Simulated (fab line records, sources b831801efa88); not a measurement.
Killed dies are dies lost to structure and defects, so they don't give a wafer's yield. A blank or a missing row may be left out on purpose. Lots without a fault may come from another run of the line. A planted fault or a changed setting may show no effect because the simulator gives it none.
A struck lot beside a sound one | flow sky130 | 25 steps out of a route of 708
Sound: wafers L592.1, L592.4, L592.6. Struck: wafers L602.4, L602.5, L602.6. The cause comes at the end.
At each step with rows: each side's tool, then ch and its chambers, then its first start. Under that, the readings that differ: sound wafers | struck wafers | difference of the means | sigmas: that difference in standard deviations of wafers without a fault.
alike: readings whose means differ by less than 2 such deviations, and words and numbers that are the same on both sides. not compared: withheld readings, readings that some wafer has no value for, bounds like >300 that may hide the same value, and numbers for which the record gives no deviation and whose values overlap.
The two part at a step that has a row with sigmas, a row that says differs or no value, or rows on one side only. Numbers that don't overlap but have no deviation are shown without sigmas and don't part them. A reading that every wafer of one side lacks parts them only if that side has two wafers or more.

SKY_VIA1_THK_MEAS_23: measures by xrf.
  sound on film_metro-04, day 34 12:07; struck on film_metro-04, day 37 20:31
  alike: VIA1_W_THK
SKY_VIA1_CMP_24: polishes, stops on SiO2, t overpolish 15 s, target thk 0 nm.
  sound on cmp-02 ch 0,2,3, day 34 12:14; struck on cmp-01 ch 0,3, day 37 20:36
  alike: motor_current_A, overpolish_run_s, time_to_endpoint_s
then, 1 step without rows for these wafers: SKY_METAL2_SPUTTER_00 (material Ti, target thk 15 nm, time 10 s).
SKY_METAL2_SPUTTER_01: material TiN, target thk 20 nm, time 16.7 s.
  sound on pvd_sputter-03, day 34 12:30; struck on pvd_sputter-01, day 37 20:53
  reading                | sound          | struck         | difference | sigmas
  throttle_valve_pct (%) | 29.6 30.6 31.4 | 27.7 29.1 27.8 | -2.3       | -2
  alike: chamber_pressure_pa
SKY_METAL2_SPUTTER_02: material AlCu, target thk 250 nm, time 13.3 s.
  sound on pvd_sputter-03, day 34 12:31; struck on pvd_sputter-01, day 37 20:54
  reading                | sound          | struck         | difference | sigmas
  throttle_valve_pct (%) | 29.4 30.5 31.3 | 27.8 29.2 27.8 | -2.1       | -2
  alike: chamber_pressure_pa
then, 1 step without rows for these wafers: SKY_METAL2_SPUTTER_03 (material Ti, target thk 5 nm, time 3.3 s).
SKY_METAL2_SPUTTER_04: material TiN, target thk 70 nm, time 58.3 s.
  sound on pvd_sputter-03, day 34 12:34; struck on pvd_sputter-01, day 37 20:56
  reading                | sound          | struck         | difference | sigmas
  throttle_valve_pct (%) | 29.4 30.7 31.6 | 27.9 29.2 27.8 | -2.3       | -2
  alike: chamber_pressure_pa
SKY_METAL2_RS_MEAS_05: measures by four-point-probe.
  sound on film_metro-03, day 34 12:37; struck on film_metro-04, day 37 21:03
  reading                 | sound                | struck               | difference | sigmas
  METAL2_ALCU_RS (ohm/sq) | 0.1291 0.1306 0.1307 | 0.1265 0.1264 0.1260 | -0.0038    | -2
SKY_METAL2_THK_MEAS_06: measures by xrf.
  sound on film_metro-03, day 34 12:44; struck on film_metro-04, day 37 21:08
  alike: METAL2_ALCU_THK
then, 3 steps without rows for these wafers: SKY_METAL2_DEHYDRATE_07 (time 60 s); SKY_METAL2_HMDS_08 (prime time 60 s); SKY_METAL2_COAT_09 (resist thk 60 nm).
SKY_METAL2_COAT_10: resist thk 450 nm.
  sound on litho_track-03 ch 0, day 35 02:00; struck on litho_track-03 ch 0, day 38 09:00
  reading                                       | sound                | struck               | difference | sigmas
  spin_speed_rpm (rpm)                          | 3002.2 3003.5 3002.4 | 2707.1 2712.0 2716.5 | -290.8     | -99 or more
  model.KrF-thick_of_METAL2_COAT_10.thk_nm (nm) | 450.2 450 449.4      | 475.3 475.1 474.1    | +25.0      |
then, 4 steps without rows for these wafers: SKY_METAL2_SOFTBAKE_11 (time 90 s); SKY_METAL2_EXPOSE_12 (exposes mask MM2, target cd 140 nm); SKY_METAL2_PEB_13; SKY_METAL2_DEVELOP_14 (develop time 60 s).
SKY_METAL2_CD_MEAS_15: target cd 140 nm.
  sound on cd_sem-02, day 35 14:38; struck on cd_sem-01, day 38 23:05
  alike: cd_nm
SKY_METAL2_OVL_MEAS_16:
  sound on overlay-02, day 35 14:46; struck on overlay-02, day 38 23:10
  alike: METAL2_OVL
then, 1 step without rows for these wafers: SKY_METAL2_DESCUM_17 (chemistry O2, time 8 s).
SKY_METAL2_ETCH_18: etches BARC in N2/H2, stops on SiO2, time 45.9 s, target depth 60 nm.
  sound on rie_metal-03 ch 0, day 35 14:50; struck on rie_metal-02 ch 0,1, day 38 23:14
  reading                     | sound       | struck      | difference | sigmas
  drypump_motor_current_A (A) | 6.1 6.1 6.1 | 4.8 4.8 5.7 | -1.0       | -2
  alike: chamber_pressure_mTorr, he_backside_leak_sccm, oes_product_au, throttle_valve_pct
  not compared: rf_hours_counter_h
SKY_METAL2_METAL_ETCH_19: etches the open film in Cl2/BCl3, stops on SiO2, target depth 360 nm, time 78 s.
  sound on rie_metal-03 ch 0, day 35 14:53; struck on rie_metal-02 ch 0,1, day 38 23:19
  reading                                       | sound                | struck               | difference | sigmas
  drypump_motor_current_A (A)                   | 6.1 6.1 6.1          | 4.8 4.8 5.7          | -1.0       | -2
  he_backside_leak_sccm (sccm)                  | 3.48 3.59 3.75       | 2.89 3.04 3.15       | -0.58      | -2
  throttle_valve_pct (%)                        | 22.276 22.268 22.282 | 22.265 22.244 22.260 | -0.019     | -2
  model.KrF-thick_of_METAL2_COAT_10.thk_nm (nm) | 160.7 158.9 160      | 186.7 186.3 187.3    | +26.9      |
  alike: chamber_pressure_mTorr, oes_product_au
  not compared: rf_hours_counter_h
SKY_METAL2_STRIP_20: strips in O2/N2.
  sound on plasma_asher-01 ch 0,1, day 35 14:59; struck on plasma_asher-03 ch 0,1, day 38 23:24
  reading                      | sound             | struck            | difference | sigmas
  oes_product_au (a.u.)        | 0.340 0.344 0.338 | 0.348 0.353 0.354 | +0.011     | +2
  strip_time_to_endpoint_s (s) | 2.698 2.689 2.700 | 2.995 2.981 3.003 | +0.297     | +11
  alike: chamber_pressure_mTorr, drypump_motor_current_A
  not compared: rf_hours_counter_h
then, 1 step without rows for these wafers: SKY_METAL2_STRIP_21 (strips in post etch residue remover, time 1200 s).
SKY_PAD_OPEN_PROBE_99:
  the record has rows for the sound wafers here (prober-02, day 46 06:59) and none for the struck ones

WHERE THEY PART
First at SKY_METAL2_SPUTTER_01; last, within this record, at SKY_PAD_OPEN_PROBE_99.

WHY: what the simulator had put in
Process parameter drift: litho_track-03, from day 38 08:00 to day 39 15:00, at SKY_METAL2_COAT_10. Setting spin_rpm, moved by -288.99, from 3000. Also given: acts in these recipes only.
